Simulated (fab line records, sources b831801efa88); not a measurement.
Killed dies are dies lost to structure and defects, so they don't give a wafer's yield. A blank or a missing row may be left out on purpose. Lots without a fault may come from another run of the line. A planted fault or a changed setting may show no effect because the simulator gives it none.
Chamber matching | flow sky130 | SKY_LI_CONTACT_CMP_02 on cmp-01: 4 sister chambers
The step polishes PSG. 14 wafers are shown with their chamber, then 7 later ones without.

WAFERS WITH THEIR CHAMBER
wafer  | chamber | motor_current_A (A) | time_to_endpoint_s (s) | edge_zone_pressure_frac
L122.1 | 3       | 13.8                | 32.1                   | 1.002
L122.3 | 0       | 12.8                | 33.1                   | 1.000
L122.6 | 3       | 14.2                | 32.9                   | 1.002
L124.2 | 3       | 13.7                | 34.5                   | 1.006
L124.3 | 0       | 12.4                | 31.7                   | 0.998
L124.4 | 2       | 10.1                | 31.3                   | 1.001
L126.1 | 0       | 11.9                | 29.4                   | 1.000
L126.2 | 3       | 14.2                | 32.4                   | 1.003
L126.5 | 1       | 13.3                | 28.2                   | 1.002
L129.2 | 3       | 13.6                | 33.5                   | 1.006
L129.4 | 1       | 13.5                | 27.2                   | 1.003
L129.6 | 2       | 9.8                 | 30.7                   | 1.001
L135.1 | 0       | 12.9                | 33.4                   | 0.991
L135.3 | 3       | 14.0                | 40.4                   | 0.994

SIGNATURES (means of the wafers above)
reading                 | chamber 0 | chamber 1 | chamber 2 | chamber 3 | scatter within a chamber
motor_current_A         | 12.500    | 13.400    | 9.950     | 13.917    | 0.318
time_to_endpoint_s      | 31.900    | 27.700    | 31.000    | 34.300    | 2.43
edge_zone_pressure_frac | 0.99725   | 1.00250   | 1.00100   | 1.00217   | 0.0039
Rule: a wafer's distance from a chamber is the root of the sum, over the readings, of the square of ((its reading less the chamber's mean) divided by the reading's scatter). The wafer belongs to the nearest chamber; if the next one is less than 2 further off, it can't be placed. The scatter: the root of (the sum of the squares of (reading less its chamber's mean) over the shown wafers, divided by (wafers less chambers)).

WAFERS WITHOUT THEIR CHAMBER
wafer  | motor_current_A (A) | time_to_endpoint_s (s) | edge_zone_pressure_frac
L135.5 | 13.5                | 37.9                   | 1.003
L136.4 | 12.7                | 32.4                   | 0.997
L136.5 | 13.9                | 36.1                   | 1.004
L136.6 | 10.4                | 34.9                   | 1.011
L141.1 | 13.0                | 26.1                   | 1.003
L141.2 | 12.3                | 32.7                   | 1.006
L141.6 | 13.1                | 31.0                   | 0.999

WHICH CHAMBER EACH WENT THROUGH
wafer  | from the rows above          | in truth
L135.5 | 3                            | 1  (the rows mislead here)
L136.4 | 0                            | 0
L136.5 | 3                            | 3
L136.6 | 2                            | 2
L141.1 | can't be placed: 1 or 0      | 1
L141.2 | can't be placed: 0 or 1      | 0
L141.6 | can't be placed: 1 or 0 or 3 | 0
Placed correctly: 3 of 7. Can't be placed from these rows: 3 (the true chamber is among the candidates in 3). Placed wrongly: 1.
